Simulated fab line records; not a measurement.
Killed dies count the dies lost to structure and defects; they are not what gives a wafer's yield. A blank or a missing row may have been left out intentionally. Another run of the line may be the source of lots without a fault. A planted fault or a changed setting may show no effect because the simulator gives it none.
Which of the tools did it? -- flow sky130 -- Sampling: 24 lots, 72 wafers, 6 of 708 route steps

## WHAT THE GAUGES READ, wafer by wafer
SKY_LDD_P_OVL_MEAS_08. Usual: LDD_P_OVL -0.3 nm, standard deviation 1.2.
lot,measured,on,LDD_P_OVL (nm),flag
L074,day 19 04:31,overlay-01,-2.2 -0.1 0.0,
L076,day 20 09:19,overlay-02,1.5 0.6 0.1,
L075,day 20 09:58,overlay-01,0.7 0.4 0.2,
L077,day 20 18:34,overlay-01,1.6 0.6 2.0,
L078,day 20 17:49,overlay-02,0.7 -1.6 1.4,
L079,day 21 00:46,overlay-01,-0.4 -2.2 0.4,
L080,day 21 01:09,overlay-01,0.6 -0.3 0.6,
L081,day 21 19:10,overlay-02,-0.8 -1.8 -0.8,
L082,day 22 12:29,overlay-01,-0.4 -1.1 -1.3,
L083,day 22 11:34,overlay-01,0.3 -0.5 0.2,
L084,day 22 22:13,overlay-01,-0.9 0.5 0.4,
L085,day 23 17:10,overlay-01,-0.3 -1.3 -0.5,
L086,day 23 17:34,overlay-02,0.3 -0.2 0.2,
L087,day 24 02:28,overlay-02,-0.7 -1.3 -0.3,
L088,day 24 16:58,overlay-02,-1.5 -1.1 -2.5,
L089,day 25 03:07,overlay-02,-1.1 -0.7 -1.8,
L090,day 25 08:10,overlay-01,-0.5 2.5 0.8,
L091,day 25 10:19,overlay-01,-0.5 -0.9 -0.6,
L092,day 25 21:10,overlay-02,1.2 0.4 1.3,
L093,day 26 07:49,overlay-02,-0.5 -0.5 -3.6,
L094,day 26 07:25,overlay-02,1.1 -0.2 0.9,
L095,day 28 15:55,overlay-02,-2.0 -1.1 -0.5,
L096,day 28 11:42,overlay-02,1.0 -1.4 0.8,
L097,day 28 12:57,overlay-01,0.8 0.5 0.6,

SKY_LOCAL_INTERCONNECT_CD_MEAS_11: the cd target is 170 nm. Usual: cd nm at 169.6 nm, with a standard deviation of 1.6.
lot,measured,on,cd nm (nm),flag
L074,day 30 13:38,cd sem-02,165.0 166.5 166.4,
L076,day 31 16:49,cd sem-02,172.5 173.5 172.5,
L075,day 31 17:32,cd sem-01,169.1 169.4 170.0,
L077,day 31 23:49,cd sem-02,171.7 169.3 171.4,
L078,day 31 23:25,cd sem-02,172.1 171.3 171.4,
L079,day 32 06:59,cd sem-02,169.0 170.8 171.0,
L080,day 32 07:32,cd sem-02,170.7 171.5 169.8,
L081,day 33 01:26,cd sem-01,167.7 168.3 167.6,
L082,day 33 15:30,cd sem-01,170.6 170.8 170.4,
L083,day 33 14:01,cd sem-01,169.7 168.9 168.6,
L084,day 33 19:53,cd sem-01,170.0 170.5 171.6,
L085,day 34 14:32,cd sem-01,168.0 168.7 168.7,
L086,day 34 16:17,cd sem-01,168.0 167.6 168.3,
L087,day 34 20:22,cd sem-02,167.4 168.1 168.2,
L088,day 35 10:22,cd sem-02,168.6 167.8 167.6,
L089,day 35 20:29,cd sem-01,171.1 171.7 172.1,
L090,day 35 23:08,cd sem-01,170.6 170.5 170.3,
L091,day 36 00:53,cd sem-02,171.1 171.5 170.3,
L092,day 36 11:20,cd sem-02,167.8 170.0 169.4,
L093,day 36 21:59,cd sem-02,168.7 169.8 166.9,
L094,day 36 21:14,cd sem-01,169.7 169.6 169.2,
L095,day 38 23:26,cd sem-01,171.3 170.9 171.4,
L096,day 38 19:34,cd sem-01,167.2 167.3 166.5,
L097,day 38 20:31,cd sem-01,170.6 170.1 169.2,

SKY_METAL1_THK_MEAS_06: measures by xrf. Usual: METAL1_ALCU_THK 246 nm, standard deviation 3.2.
lot,measured,on,METAL1_ALCU_THK (nm),flag
L074,day 31 20:50,film metro-03,246 248 247,
L076,day 32 22:36,film metro-02,252 249 246,
L075,day 32 22:57,film metro-03,240 246 242,
L077,day 33 06:14,film metro-01,242 241 241,
L078,day 33 05:17,film metro-02,255 252 246,
L079,day 33 12:48,film metro-02,249 250 252,
L080,day 33 13:07,film metro-03,243 244 244,
L081,day 34 06:44,film metro-01,249 244 250,
L082,day 34 21:16,film metro-03,244 247 249,
L083,day 34 19:55,film metro-01,242 244 241,
L084,day 35 01:35,film metro-01,245 249 245,
L085,day 35 20:17,film metro-02,244 247 245,
L086,day 35 22:40,film metro-03,244 247 245,
L087,day 36 01:50,film metro-02,248 249 250,
L088,day 36 15:08,film metro-01,246 248 245,
L089,day 37 01:40,film metro-02,247 249 247,
L090,day 37 04:08,film metro-03,245 248 246,
L091,day 37 05:40,film metro-03,247 246 246,
L092,day 37 15:55,film metro-01,248 247 248,
L093,day 38 03:40,film metro-02,250 249 246,
L094,day 38 02:10,film metro-01,243 240 245,
L095,day 40 04:26,film metro-01,243 242 246,
L096,day 39 23:24,film metro-01,246 249 247,
L097,day 40 00:59,film metro-01,246 245 243,

SKY_METAL1_OVL_MEAS_16. Usual: METAL1_OVL -3 nm, standard deviation 6.6.
lot,measured,on,METAL1_OVL (nm),flag
L074,day 32 23:28,overlay-02,-21 -6 -16,
L076,day 34 01:31,overlay-01,2 -2 -8,
L075,day 34 01:52,overlay-02,-8 -5 -4,
L077,day 34 08:59,overlay-01,9 9 4,
L078,day 34 07:52,overlay-02,0 6 2,
L079,day 34 15:22,overlay-01,-1 -1 -5,
L080,day 34 15:43,overlay-01,-2 -2 -1,
L081,day 35 09:01,overlay-02,16 11 12,
L082,day 35 23:40,overlay-01,-7 -2 -7,
L083,day 35 21:52,overlay-02,-1 5 1,
L084,day 36 03:53,overlay-02,-4 -1 -8,
L085,day 36 22:05,overlay-01,1 7 6,
L086,day 37 00:33,overlay-01,-3 -5 0,
L087,day 37 03:33,overlay-01,-6 -10 -8,
L088,day 37 16:47,overlay-01,-10 -6 -2,
L089,day 38 03:41,overlay-01,-6 -9 -2,
L090,day 38 05:58,overlay-01,-1 8 -1,
L091,day 38 07:54,overlay-01,3 -2 1,
L092,day 38 18:19,overlay-01,-12 -11 -12,
L093,day 39 04:55,overlay-01,-1 -2 0,
L094,day 39 03:33,overlay-02,0 -13 -2,
L095,day 41 05:23,overlay-01,-11 -5 -12,
L096,day 41 00:17,overlay-02,-7 -2 -9,
L097,day 41 02:02,overlay-01,-2 -6 0,

SKY_VIA3_THK_MEAS_23: measures by xrf. Usual: VIA3_W_THK 382 nm, standard deviation 4.6.
lot,measured,on,VIA3_W_THK (nm),flag
L074,day 39 21:00,film metro-03,391 386 390,
L076,day 40 20:05,film metro-02,378 386 381,
L075,day 40 23:24,film metro-04,377 377 377,
L077,day 41 03:48,film metro-03,373 375 378,
L078,day 41 03:31,film metro-04,382 382 384,
L079,day 41 09:55,film metro-04,382 377 382,
L080,day 41 11:41,film metro-02,378 375 380,
L081,day 42 00:16,film metro-04,380 380 374,
L082,day 42 13:30,film metro-02,385 378 379,
L083,day 42 13:12,film metro-02,375 374 377,
L084,day 42 18:21,film metro-02,381 385 378,
L085,day 43 10:36,film metro-02,382 384 383,
L086,day 43 14:14,film metro-03,382 385 380,
L087,day 43 15:04,film metro-03,385 380 390,
L088,day 44 03:41,film metro-02,382 386 379,
L089,day 44 14:23,film metro-02,387 388 384,
L090,day 44 15:43,film metro-02,389 381 384,
L091,day 44 16:22,film metro-02,386 385 390,
L092,day 45 01:52,film metro-02,375 383 381,
L093,day 45 10:50,film metro-04,390 383 390,
L094,day 45 10:22,film metro-02,380 374 378,
L095,day 47 03:23,film metro-03,387 389 388,
L096,day 46 22:08,film metro-04,388 380 383,
L097,day 47 01:58,film metro-04,389 385 386,

## WHICH TOOL RAN EACH LOT (tool, then ch and the chambers of the sampled wafers, then the start)
lot,SKY_FIELD_ISO_ETCH_17
L074,"rie si-01 ch 0,1, day 2 08:52"
L076,"rie si-01 ch 1,2, day 2 18:07"
L075,"rie si-02 ch 0,2,3, day 2 18:28"
L077,"rie si-02 ch 0,3, day 3 00:22"
L078,"rie si-01 ch 1,2,3, day 3 01:52"
L079,"rie si-02 ch 0,1,3, day 3 07:23"
L080,"rie si-01 ch 0,3, day 3 10:43"
L081,"rie si-02 ch 1,2, day 3 18:26"
L082,"rie si-02 ch 0,1,2, day 3 23:40"
L083,"rie si-02 ch 0,2,3, day 4 04:37"
L084,"rie si-01 ch 0,1,3, day 4 08:16"
L085,"rie si-01 ch 2,3, day 4 13:04"
L086,"rie si-01 ch 0,1,3, day 4 19:05"
L087,"rie si-02 ch 0,1, day 5 00:35"
L088,"rie si-01 ch 1,2, day 5 05:19"
L089,"rie si-01 ch 0,2,3, day 5 12:56"
L090,"rie si-02 ch 1,2,3, day 5 16:11"
L091,"rie si-02 ch 2,3, day 5 20:07"
L092,"rie si-01 ch 1,2, day 6 02:44"
L093,"rie si-02 ch 0,2,3, day 6 07:13"
L094,"rie si-02 ch 1,2,3, day 6 12:40"
L095,"rie si-02 ch 1,2,3, day 6 20:58"
L096,"rie si-02 ch 1,2,3, day 7 02:34"
L097,"rie si-01 ch 0,1,2, day 7 03:53"
- SKY_FIELD_ISO_ETCH_17: etches Si in HBr/Cl2/O2, target depth 342 nm, time 97.7 s.

## AS READ BY THE TOOLS THEMSELVES (means over the sampled wafers that have a number; for cases with no such wafer, the mark the record gives instead)
SKY_FIELD_ISO_ETCH_17. Usual: drypump motor current A 5.9 A, standard deviation 0.36; he backside leak sccm 2.73 sccm, standard deviation 0.28; mfc cl2 sccm 40.01 sccm, standard deviation 0.11; oes product au 0.996 a.u., standard deviation 0.0091; throttle valve pct 25.659 %, standard deviation 0.011.
lot,tool,drypump motor current A (A),he backside leak sccm (sccm),mfc cl2 sccm (sccm),oes product au (a.u.),throttle valve pct (%),flag
L074,rie si-01,5.9,2.80,39.93,1.002,25.652,
L076,rie si-01,5.6,2.65,40.10,0.997,25.665,
L075,rie si-02,5.8,2.58,40.14,1.001,25.660,
L077,rie si-02,5.7,2.49,40.07,0.990,25.662,
L078,rie si-01,5.8,2.75,39.97,0.992,25.657,
L079,rie si-02,5.9,2.69,40.03,0.992,25.662,
L080,rie si-01,5.8,2.98,40.04,0.997,25.658,
L081,rie si-02,6.3,2.66,40.02,0.994,25.654,
L082,rie si-02,6.0,2.72,39.97,0.994,25.664,
L083,rie si-02,5.8,2.62,40.09,0.999,25.657,
L084,rie si-01,5.9,2.73,40.05,0.999,25.653,
L085,rie si-01,5.4,2.79,40.05,0.999,25.647,
L086,rie si-01,5.9,2.81,40.00,1.000,25.649,
L087,rie si-02,5.8,2.71,40.07,1.002,25.656,
L088,rie si-01,5.9,2.57,39.93,0.994,25.662,
L089,rie si-01,5.6,2.85,40.04,0.993,25.661,
L090,rie si-02,6.1,2.71,39.99,0.992,25.656,
L091,rie si-02,6.1,3.31,40.00,0.985,25.657,
L092,rie si-01,5.9,2.61,40.14,0.998,25.660,
L093,rie si-02,5.8,2.65,39.98,0.993,25.666,
L094,rie si-02,6.1,2.69,40.05,0.988,25.670,
L095,rie si-02,6.1,2.65,39.89,0.992,25.656,
L096,rie si-02,6.1,2.74,39.88,0.990,25.661,
L097,rie si-01,5.7,2.76,39.94,1.008,25.649,

## THE ANSWER, worked out from the rows above alone
Rule: a lot counts as off when the mean over its wafers that have a number is more than 3 standard deviations away from the usual mean. Also off: a lot with no number at a reading for which 4 or more lots have one. Any other lot the step has rows for is counted as sound. First the gauges in route order, then the tools' own readings, where a lot's mean is used as printed above. The first step at which some lot is off is used, and at that step the reading that is off furthest; a lot without a number counts as furthest.
No lot is off on any of the readings shown, so nothing can be concluded from this.

## WHAT WAS PUT IN BY THE SIMULATOR
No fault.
